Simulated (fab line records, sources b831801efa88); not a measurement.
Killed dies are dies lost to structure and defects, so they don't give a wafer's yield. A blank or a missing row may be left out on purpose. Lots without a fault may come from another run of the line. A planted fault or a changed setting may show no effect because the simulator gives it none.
One fault seen from 2 desks | flow sfq_line | each desk has only its own numbers; what lay behind them comes last

THE TOOL OWNER'S DESK: krf_scanner-02
The tool's own readings at SFQ_TRILAYER_JJ_CE_LITHO_EXPOSE_115 (exposes mask J5, target cd 700 nm): means of the sampled wafers that have a number, for each lot that ran on this tool. A lot is out of limits, marked OUT, if its mean lies more than 4 standard deviations from the usual mean; the brackets give that distance.
Columns: A = exposure_dose_mJ_cm2 at SFQ_TRILAYER_JJ_CE_LITHO_EXPOSE_115, usual 14.401
lot  | first seen here | A
L304 | day 52 23:32    | 14.404
L307 | day 53 03:32    | 14.664 (+19) OUT
L308 | day 53 05:44    | 14.666 (+19) OUT
L309 | day 53 11:20    | 14.672 (+19) OUT
This desk's finding: out of limits on L307, L308, L309; first on L307, day 53 03:32 (exposure_dose_mJ_cm2 at SFQ_TRILAYER_JJ_CE_LITHO_EXPOSE_115). In limits: L304.

THE METROLOGY DESK
What the gauges read, lot by lot, whatever tool the lot ran on: means of the sampled wafers that have a number. A lot is out of limits, marked OUT, if its mean lies more than 4 standard deviations from the usual mean; the brackets give that distance.
Columns: A = JJ_NB_RS at SFQ_JJ_RS_MEAS_929, usual 1.046 ohm/sq; B = J5_OVL at SFQ_JJ_OVL_MEAS_931, usual -2 nm; C = M5_OVL at SFQ_M5_OVL_MEAS_932, usual 1 nm; D = R5_MONX_RS at SFQ_R5_RS_MEAS_933, usual 7.07 ohm/sq; E = R5_MONX_THK at SFQ_R5_THK_MEAS_934, usual 40.2 nm; F = M8_BOW at SFQ_M8_BOW_MEAS_951, usual 10 um
lot  | first seen here | A     | B  | C  | D    | E    | F
L302 | day 50 17:47    | 1.058 | -3 | 7  | 7.04 | 40.7 | -10
L304 | day 52 18:49    | 1.044 | -4 | 2  | 7.11 | 39.7 | 7
L307 | day 52 23:39    | 1.054 | -4 | -1 | 7.12 | 39.6 | 15
L308 | day 53 00:50    | 1.047 | -3 | 2  | 7.05 | 40.2 | 5
L309 | day 53 10:25    | 1.055 | -5 | 4  | 7.09 | 40.1 | 19
L318 | day 55 08:28    | 1.037 | -7 | -0 | 7.04 | 40.5 | 19
L321 | day 56 01:07    | 1.040 | -7 | 1  | 6.92 | 41.3 | 14
This desk's finding: nothing out of limits on any of the 7 lots.

PUT TOGETHER
The tool owner's desk could have raised an alarm at day 53 03:32, on L307, L308, L309.
The metrology desk saw nothing out of limits.
The metrology desk has L307, L308, L309 on record, within its limits.
Of the lots named, all ran SFQ_TRILAYER_JJ_CE_LITHO_EXPOSE_115 on krf_scanner-02.

WHAT THE SIMULATOR HAD PUT IN
Process parameter drift: krf_scanner-02, from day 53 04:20 on, at SFQ_TRILAYER_JJ_CE_LITHO_EXPOSE_115. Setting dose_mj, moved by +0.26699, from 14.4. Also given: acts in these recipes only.
Lots struck among those shown: L307, L308, L309.
